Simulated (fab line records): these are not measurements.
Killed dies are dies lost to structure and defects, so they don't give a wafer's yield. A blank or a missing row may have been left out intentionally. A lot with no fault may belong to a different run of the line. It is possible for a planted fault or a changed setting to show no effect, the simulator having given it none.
Split-lot study | flow sfq line | route with 325 steps; 5 lots, 17 wafers read

== THE SPLIT ITSELF ==
At SFQ_TRILAYER_M0_BARC_OPEN_METAL_ETCH_031 (etches BARC in O2, target depth 125 nm, time 41.7 s), the setting icp w was moved away from the recipe's 600 W on 8 of the 17 wafers read, by -7.3% to +9.8%. All remaining wafers had this setting at the recipe value.

Reading taken at the split's own step.

== THE READING ==
KrF_of_TRILAYER_M0_LITHO_COAT_021.thk nm (the simulator's own value, which no gauge read), in nm, at SFQ_TRILAYER_M0_BARC_OPEN_METAL_ETCH_031 (etches BARC in O2, target depth 125 nm, time 41.7 s). The file gives no usual value for it. Here, 9 wafers ran the recipe; their average is 522.6 nm with a standard deviation of 2.4 nm.

wafer  | tool, chamber at the split | icp w as run, W | against the recipe | KrF_of_TRILAYER_M0_LITHO_COAT_021.thk nm, nm | against lot-mates on the recipe
L075.1 | rie metal-01, 1            | 600             | recipe             | 525.7                                        | -
L075.3 | rie metal-01, 1            | 658.9           | +9.8%              | 521.2                                        | -4.5
L077.1 | rie metal-01, 1            | 600             | recipe             | 521.3                                        | -
L077.4 | rie metal-01, 1            | 600             | recipe             | 522.8                                        | -
L077.6 | rie metal-01, 1            | 600             | recipe             | 522.8                                        | -
L080.2 | rie metal-01, 1            | 600             | recipe             | 518.8                                        | -
L080.4 | rie metal-01, 1            | 648.1           | +8.0%              | 516.4                                        | -2.4
L081.2 | rie metal-03, 0,1          | 600             | recipe             | 520.6                                        | -
L081.4 | rie metal-03, 0,1          | 600             | recipe             | 520.6                                        | -
L081.3 | rie metal-03, 0            | 619.8           | +3.3%              | 518.2                                        | -2.4
L081.5 | rie metal-03, 0            | 619.8           | +3.3%              | 519                                          | -1.6
L081.6 | rie metal-03, 1            | 619.8           | +3.3%              | 519.7                                        | -0.9
L083.1 | rie metal-02, 0            | 556             | -7.3%              | 528.1                                        | +2.6
L083.4 | rie metal-02, 0            | 556             | -7.3%              | 528.1                                        | +2.6
L083.2 | rie metal-02, 1            | 556             | -7.3%              | 527.2                                        | +1.7
L083.3 | rie metal-02, 1            | 600             | recipe             | 524.5                                        | -
L083.6 | rie metal-02, 1            | 600             | recipe             | 526.5                                        | -
If several chambers appear in one row, that row covers several wafers at once and the file leaves open which wafer was in which chamber.

THE FIT
A straight line over all 17 wafers: KrF_of_TRILAYER_M0_LITHO_COAT_021.thk nm changes by -0.604 nm for each +1% of icp w; r = -0.77; the points scatter about the line by 2.4 nm.
The same after taking each lot's own level away (the mean of its wafers on the recipe; 17 wafers): -0.364 nm for each +1%; r = -0.93; scatter 0.67 nm.
That fit puts the effect of the largest move of icp w on the reading at 3.6 nm.
From 518.80 to 525.70 nm: that is the span of the lots' own levels, equal to 2.9 times the standard deviation above.
So the lot-to-lot level blurs the effect unless lot-mates are compared.
Check: for one of the wafers moved furthest among these (+9.8%), held out of the fit, the line's prediction against its lot-mates is -3.4 nm. It came out at -4.5 nm against them.

== OTHER SPLITS APPLIED TO THESE WAFERS ==
These wafers also went through other splits before the reading. Each is held against what the fit with the lots' levels taken away leaves over:
other split on the same wafers                  | wafers away from the commonest value | r with KrF_of_TRILAYER_M0_LITHO_COAT_021.thk nm (lot level and that fit taken away)
SFQ_TRILAYER_INCOMING_OXIDATION_002 ox time s   | 12                                   | -0.05
SFQ_TRILAYER_L0_LITHO_COAT_005 resist thk nm    | 8                                    | -0.13
SFQ_TRILAYER_L0_BARC_OPEN_METAL_ETCH_010 time s | 5                                    | +0.36
SFQ_TRILAYER_L0_VIA_LITHO_EXPOSE_014 dose mj    | 7                                    | -0.04
SFQ_TRILAYER_L0_VIA_ETCH_VIA_ETCH_016 bias w    | 6                                    | -0.20
SFQ_TRILAYER_M0_DEP_SPUTTER_019 power w         | 2                                    | +0.02

== THE FILE'S OWN FIT ==
KrF_of_TRILAYER_M0_LITHO_COAT_021.thk nm changes by -0.377 nm for each +1% of icp w, r = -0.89.
